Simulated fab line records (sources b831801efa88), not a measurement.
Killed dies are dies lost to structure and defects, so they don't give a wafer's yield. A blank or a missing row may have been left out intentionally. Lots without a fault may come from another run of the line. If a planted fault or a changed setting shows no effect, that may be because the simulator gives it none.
Struck lot and sound lot, side by side | flow sky130 | 25 steps out of a route of 708
Sound: these wafers, L290.2, L290.4, L290.6. Struck: wafer L298.5. (L298.1, L298.6 of the same lot were not struck and are left out.) The cause comes at the end.
Per side, at each step with rows, come the tool, then ch with its chambers, and then its first start. Under that, the readings that differ: sound wafers | struck wafers | difference of the means | sigmas: that difference in standard deviations of wafers without a fault.
alike: same words and numbers on both sides, and readings whose means sit less than 2 such deviations apart. not compared: any withheld reading, any reading some wafer has no value for, any bound like >300 that may hide the same value, and any number with overlapping values for which the record gives no deviation.
A row with sigmas, a row that says differs or no value, or rows on one side alone: a step with any of these is where the two part. Non-overlapping numbers with no deviation appear without sigmas and do not part them. A reading missing from all wafers of one side parts the sides only when that side holds two or more wafers.

SKY_VIA2_CMP_02: polishes SiO2.
  sound on cmp-01 ch 0,1,3, day 38 15:08; struck on cmp-01 ch 3, day 40 03:49
  alike: motorCurrentA
SKY_VIA2_BOW_MEAS_03:
  sound on filmMetro-01 at day 38 15:25; struck on filmMetro-04 at day 40 04:04
  alike: VIA2_BOW
then, 8 steps without rows for these wafers: SKY_VIA2_DEHYDRATE_04 (time 60 s); SKY_VIA2_HMDS_05 (prime time 60 s); SKY_VIA2_COAT_06 (resist thk 60 nm); SKY_VIA2_COAT_07 (resist thk 450 nm); SKY_VIA2_SOFTBAKE_08 (time 90 s); SKY_VIA2_EXPOSE_09 (exposes mask VIM2, target cd 200 nm); SKY_VIA2_PEB_10; SKY_VIA2_DEVELOP_11 (develop time 60 s).
SKY_VIA2_CD_MEAS_12 targets a cd of 200 nm.
  sound on cdSem-02 at day 39 16:31; struck on cdSem-01 at day 41 04:15
  alike: cdNm
SKY_VIA2_OVL_MEAS_13:
  sound on overlay-01 at day 39 16:38; struck on overlay-02 at day 41 04:22
  alike: VIA2_OVL
SKY_VIA2_ETCH_14: etches BARC in N2/H2, stops on SiO2, time 45.9 s, target depth 60 nm.
  sound on rieDiel-02 ch 1,2,3, day 39 16:40; struck on rieDiel-03 ch 1, day 41 04:25
reading                                    | sound             | struck | difference | sigmas
oesProductAu (a.u.)                        | 0.855 0.856 0.849 | 0.812  | -0.041     | -9
model.KrF-thick_of_VIA2_COAT_07.thkNm (nm) | 395.6 394.6 394.2 | 408.8  | +14.0      | 
model.etch.depthNm (nm)                    | 59.93 60.14 59.74 | 52.87  | -7.07      | 
model.VIA2.cdNm (nm)                       | 201.8 201.3 201.7 | 197.7  | -3.9       | 
  alike: drypumpMotorCurrentA, h2FlowSccm, throttleValvePct
  not compared: rfHoursCounterH
SKY_VIA2_ETCH_15: etches SiO2 in C4F8/O2/Ar, stops on TiN, target depth 546 nm, time 84 s.
  sound on rieDiel-02 ch 1,2,3, day 39 16:42; struck on rieDiel-03 ch 1, day 41 04:27
reading                                    | sound             | struck | difference | sigmas
oesProductAu (a.u.)                        | 0.939 0.942 0.939 | 0.379  | -0.561     | -99 or more
model.KrF-thick_of_VIA2_COAT_07.thkNm (nm) | 286.2 285.6 286.6 | 300    | +14        | 
  not compared: rfHoursCounterH
SKY_VIA2_STRIP_16: strips in O2/N2.
  sound on plasmaAsher-03 ch 0,1, day 39 16:46; struck on plasmaAsher-04 ch 0, day 41 04:31
reading                  | sound             | struck | difference | sigmas
oesProductAu (a.u.)      | 0.401 0.394 0.390 | 0.415  | +0.020     | +4
stripTimeToEndpointS (s) | 4.076 4.075 4.082 | 4.222  | +0.144     | +8
  alike: drypumpMotorCurrentA
  not compared: rfHoursCounterH
then, 3 steps without rows for these wafers: SKY_VIA2_STRIP_17 (strips in post etch residue remover, time 1200 s); SKY_VIA2_CLEAN_18 (cleans in IPA, time 180 s); SKY_VIA2_CLEAN_19 (cleans in O3/DIW).
SKY_VIA2_SPUTTER_20: material TiN, target thk 20 nm, time 80 s.
  sound on pvdSputter-03 at day 39 17:24; struck on pvdSputter-02 at day 41 05:06
  alike: cathodeDcPowerW, throttleValvePct
SKY_VIA2_CVD_21: deposits W, target thk 420 nm, time 126.4 s.
  sound on cvdW-01 ch 0, day 39 17:28; struck on cvdW-01 ch 1, day 41 05:10
reading            | sound                | struck | difference | sigmas
susceptorTempC (C) | 400.39 400.14 400.33 | 399.75 | -0.54      | -2
  alike: heaterPowerW
SKY_VIA2_CMP_24: polishes, stops on SiO2, t overpolish 20 s, target thk 0 nm.
  sound on cmp-01 ch 1,3, day 39 18:29; struck on cmp-01 ch 3, day 41 05:35
  alike: motorCurrentA, overpolishRunS, timeToEndpointS
SKY_METAL3_SPUTTER_00: material Ti, target thk 15 nm, time 10 s.
  rows exist in the record for the sound wafers here (pvdSputter-02, day 39 18:44), none for the struck ones
SKY_METAL3_SPUTTER_01: material TiN, target thk 20 nm, time 16.7 s.
  rows exist in the record for the sound wafers here (pvdSputter-02, day 39 18:45), none for the struck ones
SKY_METAL3_SPUTTER_02: material AlCu, target thk 735 nm, time 39.1 s.
  rows exist in the record for the sound wafers here (pvdSputter-02, day 39 18:47), none for the struck ones
-- the record jumps here: 8 days lie between the struck wafers' starts before and after (it left off in module METAL3 and takes up again in module PAD_OPEN, whose first step shown is number 708 of the route) --
SKY_PAD_OPEN_PROBE_99:
  sound on prober-02 at day 48 14:10; struck on prober-02 at day 49 16:28
reading                              | sound | struck | difference | sigmas
model.etest.sramPfetLatch.underFloor | 0 0 0 | 1      | +1         | 
model.etest.capThinOxide.open        | 0 0 0 | 1      | +1         | 
model.etest.diodeNwellSub.underFloor | 0 0 0 | 1      | +1         | 
model.etest.pfet_01v8_lvt.underFloor | 0 0 0 | 1      | +1         | 
model.etest.resPoly.open             | 0 0 0 | 1      | +1         | 
model.etest.tipSonos.open            | 0 0 0 | 1      | +1         | 
model.etest.sonosErased.open         | 0 0 0 | 1      | +1         | 
model.etest.capThickOxide.underFloor | 0 0 0 | 1      | +1         | 

## WHERE THEY PART
Last at SKY_METAL3_SPUTTER_02 as far as this record goes, first at SKY_VIA2_ETCH_14.

WHY: what had been put in by the simulator
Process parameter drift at SKY_VIA2_ETCH_14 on rieDiel-03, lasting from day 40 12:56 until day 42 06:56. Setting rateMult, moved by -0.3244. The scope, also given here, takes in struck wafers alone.
